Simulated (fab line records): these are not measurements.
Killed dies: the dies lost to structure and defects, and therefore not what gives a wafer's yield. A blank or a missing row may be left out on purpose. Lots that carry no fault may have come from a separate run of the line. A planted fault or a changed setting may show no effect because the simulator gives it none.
Which of the tools did it? + flow sky130 + 11 lots with 33 wafers sampled at 4 steps, on a route of 708 steps

WHAT THE GAUGES SHOWED, per wafer
SKY_LDD_HVN_OVL_MEAS_07. Usual: LDD_HVN_OVL gives 1.1 nm (standard deviation 1.3).
| lot  | measured     | on         | LDD_HVN_OVL (nm) | flag |
|------|--------------|------------|------------------|------|
| L652 | day 20 13:58 | overlay-01 | -0.8 -0.2 1.0    |      |
| L654 | day 22 16:46 | overlay-01 | 2.4 1.9 1.1      |      |
| L655 | day 22 15:08 | overlay-01 | 2.6 3.6 2.1      |      |
| L656 | day 22 16:22 | overlay-01 | 1.2 1.4 0.6      |      |
| L660 | day 23 20:32 | overlay-01 | -1.0 2.0 0.8     |      |
| L662 | day 24 20:32 | overlay-02 | 3.0 2.3 2.5      |      |
| L668 | day 25 13:16 | overlay-02 | 0.7 0.6 0.1      |      |
| L670 | day 27 07:58 | overlay-01 | -0.1 1.8 3.4     |      |
| L672 | day 27 18:13 | overlay-02 | 1.3 -0.9 -1.4    |      |
| L673 | day 27 17:56 | overlay-01 | -0.1 1.0 1.5     |      |
| L674 | day 27 19:36 | overlay-01 | 0.0 0.1 0.4      |      |

SKY_CONTACT_RS_MEAS_25: measurement is done with a four-point probe. Usual: CONTACT_W_RS gives 0.339 ohm/sq (standard deviation 0.0053).
| lot  | measured     | on            | CONTACT_W_RS (ohm/sq) | flag |
|------|--------------|---------------|-----------------------|------|
| L652 | day 31 21:01 | film-metro-02 | 0.343 0.344 0.338     |      |
| L654 | day 33 15:53 | film-metro-04 | 0.334 0.343 0.331     |      |
| L655 | day 33 14:56 | film-metro-04 | 0.335 0.336 0.342     |      |
| L656 | day 33 15:31 | film-metro-01 | 0.339 0.343 0.337     |      |
| L660 | day 34 16:35 | film-metro-02 | 0.334 0.329 0.340     |      |
| L662 | day 35 09:17 | film-metro-01 | 0.334 0.335 0.337     |      |
| L668 | day 36 02:49 | film-metro-04 | 0.351 0.346 0.344     |      |
| L670 | day 37 14:40 | film-metro-01 | 0.345 0.342 0.346     |      |
| L672 | day 38 04:38 | film-metro-01 | 0.342 0.340 0.338     |      |
| L673 | day 38 04:44 | film-metro-02 | 0.344 0.341 0.339     |      |
| L674 | day 38 06:52 | film-metro-01 | 0.341 0.339 0.343     |      |

WHICH TOOL RAN EACH LOT (tool, then ch and the chambers of the sampled wafers, then the start)
| lot  | SKY_SONOS_ONO_ETCH_15              | SKY_SONOS_ONO_STRIP_17               |
|------|------------------------------------|--------------------------------------|
| L652 | rie-diel-03 ch 0,2,3, day 13 03:07 | plasma-asher-03 ch 0,1, day 13 03:13 |
| L654 | rie-diel-02 ch 0,3, day 14 19:41   | plasma-asher-03 ch 0,1, day 14 19:49 |
| L655 | rie-diel-01 ch 2,3, day 14 19:55   | plasma-asher-04 ch 0,1, day 14 20:01 |
| L656 | rie-diel-03 ch 2,3, day 14 22:17   | plasma-asher-03 ch 0,1, day 14 22:23 |
| L660 | rie-diel-03 ch 2,3, day 15 17:37   | plasma-asher-01 ch 0,1, day 15 17:46 |
| L662 | rie-diel-01 ch 0,2, day 16 09:29   | plasma-asher-03 ch 0,1, day 16 09:35 |
| L668 | rie-diel-03 ch 1,2,3, day 17 23:19 | plasma-asher-01 ch 0,1, day 17 23:26 |
| L670 | rie-diel-02 ch 0,3, day 18 19:47   | plasma-asher-03 ch 0,1, day 18 19:53 |
| L672 | rie-diel-01 ch 0,1, day 19 17:58   | plasma-asher-04 ch 0,1, day 19 18:04 |
| L673 | rie-diel-03 ch 0,1,3, day 19 21:00 | plasma-asher-01 ch 0,1, day 19 21:08 |
| L674 | rie-diel-01 ch 0,2,3, day 20 05:16 | plasma-asher-04 ch 0,1, day 20 05:22 |
- SKY_SONOS_ONO_ETCH_15: etches the open film in CHF3/O2, target depth 19.52 nm, time 7.8 s.
- SKY_SONOS_ONO_STRIP_17: strips in O2/N2.

AS READ BY THE TOOLS THEMSELVES (means over the sampled wafers that have a number; for cases with no such wafer, the mark the record gives instead)
SKY_SONOS_ONO_ETCH_15. Usual: chamber-pressure-mTorr 40.00 mTorr, standard deviation 0.036; chf3-flow-sccm 49.99 sccm, standard deviation 0.15; drypump-motor-current-A 5.8 A, standard deviation 0.47; oes-product-au 0.998 a.u., standard deviation 0.01; throttle-valve-pct 8.825 %, standard deviation 0.0089.
| lot  | tool        | chamber-pressure-mTorr (mTorr) | chf3-flow-sccm (sccm) | drypump-motor-current-A (A) | oes-product-au (a.u.) | throttle-valve-pct (%) | flag |
|------|-------------|--------------------------------|-----------------------|-----------------------------|-----------------------|------------------------|------|
| L652 | rie-diel-03 | 40.00                          | 49.84                 | 5.9                         | 0.990                 | 8.819                  |      |
| L654 | rie-diel-02 | 40.02                          | 50.00                 | 5.2                         | 0.998                 | 8.824                  |      |
| L655 | rie-diel-01 | 40.03                          | 49.92                 | 5.4                         | 0.994                 | 8.820                  |      |
| L656 | rie-diel-03 | 40.02                          | 50.07                 | 6.0                         | 0.990                 | 8.824                  |      |
| L660 | rie-diel-03 | 40.01                          | 49.99                 | 6.0                         | 0.991                 | 8.821                  |      |
| L662 | rie-diel-01 | 40.00                          | 49.98                 | 6.1                         | 1.002                 | 8.829                  |      |
| L668 | rie-diel-03 | 40.01                          | 50.05                 | 6.1                         | 1.003                 | 8.827                  |      |
| L670 | rie-diel-02 | 40.03                          | 49.91                 | 5.1                         | 0.992                 | 8.823                  |      |
| L672 | rie-diel-01 | 40.00                          | 49.90                 | 6.2                         | 1.004                 | 8.829                  |      |
| L673 | rie-diel-03 | 40.00                          | 49.93                 | 6.0                         | 1.010                 | 8.829                  |      |
| L674 | rie-diel-01 | 39.97                          | 49.95                 | 5.9                         | 0.994                 | 8.828                  |      |

SKY_SONOS_ONO_STRIP_17. Usual: chamber-pressure-mTorr 1500.0 mTorr, standard deviation 1.5; drypump-motor-current-A 5.8 A, standard deviation 0.45; o2-flow-sccm 3001 sccm, standard deviation 9.2; oes-product-au 0.710 a.u., standard deviation 0.0047; strip-time-to-endpoint-s 14.11 s, standard deviation 0.049.
| lot  | tool            | chamber-pressure-mTorr (mTorr) | drypump-motor-current-A (A) | o2-flow-sccm (sccm) | oes-product-au (a.u.) | strip-time-to-endpoint-s (s) | flag |
|------|-----------------|--------------------------------|-----------------------------|---------------------|-----------------------|------------------------------|------|
| L652 | plasma-asher-03 | 1500.3                         | 6.1                         | 3007                | 0.708                 | 14.15                        |      |
| L654 | plasma-asher-03 | 1499.9                         | 5.9                         | 3001                | 0.706                 | 14.07                        |      |
| L655 | plasma-asher-04 | 1500.1                         | 5.6                         | 3002                | 0.712                 | 14.06                        |      |
| L656 | plasma-asher-03 | 1499.0                         | 5.9                         | 2999                | 0.710                 | 14.07                        |      |
| L660 | plasma-asher-01 | 1499.7                         | 5.8                         | 2998                | 0.707                 | 14.15                        |      |
| L662 | plasma-asher-03 | 1500.2                         | 5.9                         | 3005                | 0.708                 | 14.19                        |      |
| L668 | plasma-asher-01 | 1499.0                         | 5.6                         | 2997                | 0.707                 | 14.08                        |      |
| L670 | plasma-asher-03 | 1500.9                         | 5.9                         | 3008                | 0.707                 | 14.13                        |      |
| L672 | plasma-asher-04 | 1501.1                         | 5.6                         | 3000                | 0.714                 | 14.09                        |      |
| L673 | plasma-asher-01 | 1499.4                         | 5.5                         | 2994                | 0.705                 | 14.08                        |      |
| L674 | plasma-asher-04 | 1501.4                         | 5.6                         | 3000                | 0.707                 | 14.18                        |      |

THE ANSWER, worked out from the rows above alone
Rule: take the mean of a lot's wafers that have a number; if it is more than 3 standard deviations from the usual mean, the lot is off. A lot without any number at a reading at which 4 lots or more have one is off too. Any other lot the step has rows for is counted as sound. Order of review: gauges by route order, followed by the tools' own readings, for which a lot's mean as printed above is used. The first step at which some lot is off is used, and at that step the reading that is off furthest; a lot without a number counts as furthest.
Nothing can be told from this: no lot is off at any reading shown.

WHAT THE SIMULATOR HAD INSERTED
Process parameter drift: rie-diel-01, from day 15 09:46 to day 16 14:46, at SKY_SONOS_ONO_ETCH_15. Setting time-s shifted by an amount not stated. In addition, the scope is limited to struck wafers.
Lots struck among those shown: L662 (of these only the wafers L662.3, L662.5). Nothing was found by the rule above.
